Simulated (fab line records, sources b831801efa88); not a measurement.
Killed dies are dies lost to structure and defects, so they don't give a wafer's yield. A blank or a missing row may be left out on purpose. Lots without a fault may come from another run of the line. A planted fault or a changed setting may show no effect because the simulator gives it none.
Which tool did it? | flow sky130 | 13 lots, 39 wafers sampled, at 2 steps of a route of 708

WHAT THE GAUGES READ, wafer by wafer
The record holds no reading of a measuring or inspecting step that can be judged against a usual standard deviation.

WHICH TOOL RAN EACH LOT (tool, then ch and the chambers of the sampled wafers, then the start)
lot  | SKY_METAL1_CLEAN_23             | SKY_PAD_OPEN_PROBE_99
L331 | wet_bench-01 ch 1, day 32 23:39 | prober-01, day 46 00:59
L334 | wet_bench-01 ch 1, day 34 02:48 | prober-02, day 46 21:19
L335 | wet_bench-01 ch 2, day 34 15:52 | prober-02, day 47 06:01
L339 | wet_bench-01 ch 2, day 35 15:28 | prober-01, day 48 00:56
L340 | wet_bench-01 ch 0, day 36 01:39 | prober-02, day 48 09:42
L341 | wet_bench-02 ch 1, day 36 02:00 | prober-01, day 48 10:26
L342 | wet_bench-01 ch 1, day 36 04:52 | prober-02, day 48 11:26
L343 | wet_bench-01 ch 0, day 36 10:13 | prober-01, day 48 12:04
L344 | wet_bench-02 ch 2, day 36 18:19 | prober-02, day 48 19:40
L348 | wet_bench-03 ch 1, day 38 18:54 | prober-01, day 50 05:13
L350 | wet_bench-03 ch 0, day 38 19:44 | prober-02, day 50 07:07
L353 | wet_bench-01 ch 1, day 39 09:18 | prober-01, day 50 16:20
L354 | wet_bench-03 ch 0, day 39 19:44 | prober-02, day 50 19:32
- SKY_METAL1_CLEAN_23: cleans in O3/DIW.
- SKY_PAD_OPEN_PROBE_99

WHAT THE TOOLS THEMSELVES READ (means of the sampled wafers that have a number; where no wafer has one, the mark that the record gives instead)
SKY_PAD_OPEN_PROBE_99.
lot  | tool      | defect_limited_yield (%) | killed_at_M0_to_M3 | killed_at_M4_up | killed_at_contacts | killed_at_front_end | killed_at_other | killed_dies | killed_on_rim | killed_open | killed_short | sort_bin_3_pad_short (%) | sort_bin_5_function (%) | sort_bin_6_memory (%) | sort_bin_8_speed (%) | sort_n_pass | sort_yield_pct (%)
L331 | prober-01 | 80.3                     | 58                 | 2.7             | 28                 | 8                   | 0.7             | 97          | 20            | 52          | 44           | 0.4                      | 12.1                    | 7.1                   | 1.0                  | 390         | 79.3
L334 | prober-02 | 79.4                     | 48                 | 3.0             | 31                 | 19                  | 0.7             | 102         | 20            | 55          | 45           | 0.9                      | 12.5                    | 7.3                   | 0.0                  | 390         | 79.4
L335 | prober-02 | 82.9                     | 43                 | 2.3             | 18                 | 21                  | 0.0             | 84          | 17            | 42          | 41           | 0.7                      | 9.8                     | 6.5                   | 0.4                  | 406         | 82.5
L339 | prober-01 | 81.7                     | 43                 | 3.7             | 24                 | 20                  | 0.3             | 90          | 16            | 49          | 40           | 1.0                      | 11.3                    | 6.0                   | 0.9                  | 397         | 80.8
L340 | prober-02 | 82.0                     | 46                 | 2.0             | 30                 | 11                  | 0.0             | 89          | 14            | 51          | 38           | 1.1                      | 10.3                    | 6.6                   | 1.1                  | 398         | 80.8
L341 | prober-01 | 81.5                     | 46                 | 4.0             | 28                 | 13                  | 0.0             | 91          | 21            | 52          | 39           | 0.7                      | 11.1                    | 6.7                   | 0.1                  | 400         | 81.4
L342 | prober-02 | 82.4                     | 43                 | 3.7             | 27                 | 13                  | 0.0             | 86          | 14            | 49          | 37           | 0.9                      | 10.5                    | 6.2                   | 0.1                  | 405         | 82.3
L343 | prober-01 | 83.7                     | 37                 | 4.0             | 21                 | 18                  | 0.3             | 80          | 16            | 45          | 35           | 0.5                      | 9.9                     | 5.9                   | 0.9                  | 408         | 82.8
L344 | prober-02 | 83.7                     | 40                 | 2.3             | 25                 | 13                  | 0.3             | 80          | 14            | 45          | 35           | 0.9                      | 9.4                     | 6.0                   | 1.0                  | 407         | 82.7
L348 | prober-01 | 82.8                     | 39                 | 4.0             | 25                 | 17                  | 0.0             | 84          | 18            | 44          | 40           | 0.9                      | 10.0                    | 6.2                   | 0.1                  | 407         | 82.8
L350 | prober-02 | 84.5                     | 36                 | 3.7             | 21                 | 15                  | 0.7             | 76          | 18            | 43          | 33           | 0.9                      | 10.0                    | 4.7                   | 1.1                  | 410         | 83.4
L353 | prober-01 | 72.7                     | 84                 | 6.3             | 28                 | 15                  | 0.3             | 134         | 18            | 49          | 43           | 1.7                      | 17.7                    | 7.9                   | 0.1                  | 357         | 72.6
L354 | prober-02 | 81.4                     | 44                 | 3.3             | 28                 | 15                  | 0.7             | 92          | 19            | 56          | 36           | 1.1                      | 10.7                    | 6.8                   | 0.7                  | 397         | 80.7

THE ANSWER, worked out from the rows above alone
Rule: what is usual is taken from the lots themselves. Put in order of their means at a reading, lots are off if they are a third of the lots or fewer, leave a main group of 4 or more, and stand apart from it by a gap of 3 or more times the standard deviation of the main group's means; of several such gaps the widest counts. A main group whose means are all the same, to the digits that the tables above print for the reading, isn't used. A lot without any number at a reading at which 4 lots or more have one is off too. The other lots that the step has rows for count as sound. The gauges are gone through in route order, then the tools' own readings, and for those a lot's mean is taken as printed above. The first step at which some lot is off is used, and at that step the reading that is off furthest; a lot without a number counts as furthest.
Off: L353, at SKY_PAD_OPEN_PROBE_99 (sort_bin_5_function). The main group: mean 10.6 %, standard deviation 0.91.
A tool fits if, at that step or a process step before it, it ran every lot that is off, and no sound lot after the first of them. Can't be told from this: 2 tools fit, wet_bench-01 at SKY_METAL1_CLEAN_23, prober-01 at SKY_PAD_OPEN_PROBE_99.

WHAT THE SIMULATOR HAD PUT IN
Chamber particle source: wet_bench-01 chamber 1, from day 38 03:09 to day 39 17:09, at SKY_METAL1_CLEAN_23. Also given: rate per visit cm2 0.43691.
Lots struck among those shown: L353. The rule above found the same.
